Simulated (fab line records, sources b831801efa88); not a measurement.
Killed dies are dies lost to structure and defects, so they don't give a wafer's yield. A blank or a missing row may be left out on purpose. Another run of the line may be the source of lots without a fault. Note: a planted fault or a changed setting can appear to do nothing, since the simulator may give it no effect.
Comparing a struck lot with a sound one | flow gf180mcu | 14 out of 602 route steps
Sound: these wafers, L716.1, L716.2, L716.6. Wafers L724.1, L724.2, L724.6 were the ones struck. Last of all comes the cause.
For every step that has rows: the tool of each side, followed by ch and its chambers, followed by its first start. Under that, the readings that differ: sound wafers | struck wafers | difference of the means | sigmas: that difference in standard deviations of wafers without a fault.
alike: words and numbers the same on both sides, and readings whose means are apart by under 2 such deviations; not compared: readings that were withheld, readings missing a value for some wafer, numbers with overlapping values and no deviation given by the record, and bounds like >300 which may hide the same value.
The two part at a step that has a row with sigmas, a row that says differs or no value, or rows on one side only. When numbers do not overlap yet have no deviation, they are printed without sigmas and do not part them. A reading that every wafer of one side lacks parts them only if that side has two wafers or more.

GF_V3_STRIP_18: strips in O2/N2.
  sound on plasmaAsher-02 ch 0,1, day 24 09:51; struck on plasmaAsher-02 ch 0,1, day 26 23:12
  alike: chamberPressureMTorr, drypumpMotorCurrentA, heaterPowerW, oesProductAu
  not compared: rfHoursCounterH
then, 4 steps without rows for these wafers: GF_V3_STRIP_19 (strips in post etch residue remover, time 1200 s); GF_V3_CLEAN_20 (cleans in DIW); GF_V3_SPUTTER_21 (material Ti, target thk 15 nm, time 80.02 s); GF_V3_SPUTTER_22 (material TiN, target thk 10 nm, time 40 s).
GF_V3_CVD_23: deposits W, target thk 350 nm, time 104.9 s.
  sound on cvdW-01 ch 0,1, day 24 10:34; struck on cvdW-02 ch 0,1, day 26 23:52
  alike: heaterPowerW
GF_V3_RS_MEAS_24: measurement is done with a four-point probe.
  sound on filmMetro-01, day 24 10:41; struck on filmMetro-01, day 26 23:58
  alike: V3_W_RS
GF_V3_THK_MEAS_25: measures by xrf.
  sound on filmMetro-01, day 24 10:48; struck on filmMetro-01, day 27 00:05
  alike: V3_W_THK
GF_V3_CMP_26: polishes, stops on SiO2, t overpolish 15 s, target thk 0 nm.
  sound on cmp-01 ch 0,1, day 24 10:55; struck on cmp-02 ch 1,3, day 27 00:12
reading             | sound    | struck   | difference | sigmas
timeToEndpointS (s) | 92 84 82 | 77 77 75 | -10        | -2
  alike: edgeZonePressureFrac, headPressurePsi, motorCurrentA, overpolishRunS
GF_M4_SPUTTER_00: material Ti, target thk 37.5 nm, time 150 s.
  sound on pvdSputter-02, day 24 11:10; struck on pvdSputter-02, day 27 00:27
reading             | sound                | struck               | difference | sigmas
cathodeDcPowerW (W) | 3999.6 3999.0 3999.8 | 4000.0 4000.7 4001.9 | +1.4       | +2
  alike: chamberPressurePa, throttleValvePct
then, 1 step without rows for these wafers: GF_M4_SPUTTER_01 (material TiN, target thk 30 nm, time 25 s).
GF_M4_SPUTTER_02: material AlCu, target thk 450 nm, time 23.9 s.
  sound on pvdSputter-02, day 24 11:17; struck on pvdSputter-02, day 27 00:36
  alike: cathodeDcPowerW, chamberPressurePa, throttleValvePct
GF_M4_SPUTTER_03: material Ti, target thk 10 nm, time 6.7 s.
  sound on pvdSputter-02, day 24 11:19; struck on pvdSputter-02, day 27 00:38
  no value came back on the struck wafers for cathodeDcPowerW (W), chamberPressurePa (Pa), throttleValvePct (%), timeS (s); on the sound wafers cathodeDcPowerW (W) reads 2999.9 3000.6 2999.6
then, 1 step without rows for these wafers: GF_M4_SPUTTER_04 (material TiN, target thk 50 nm, time 41.7 s).

== WHERE THEY PART ==
Last at GF_M4_SPUTTER_03 as far as this record goes, first at GF_V3_CMP_26.

WHY: whatever the simulator had introduced
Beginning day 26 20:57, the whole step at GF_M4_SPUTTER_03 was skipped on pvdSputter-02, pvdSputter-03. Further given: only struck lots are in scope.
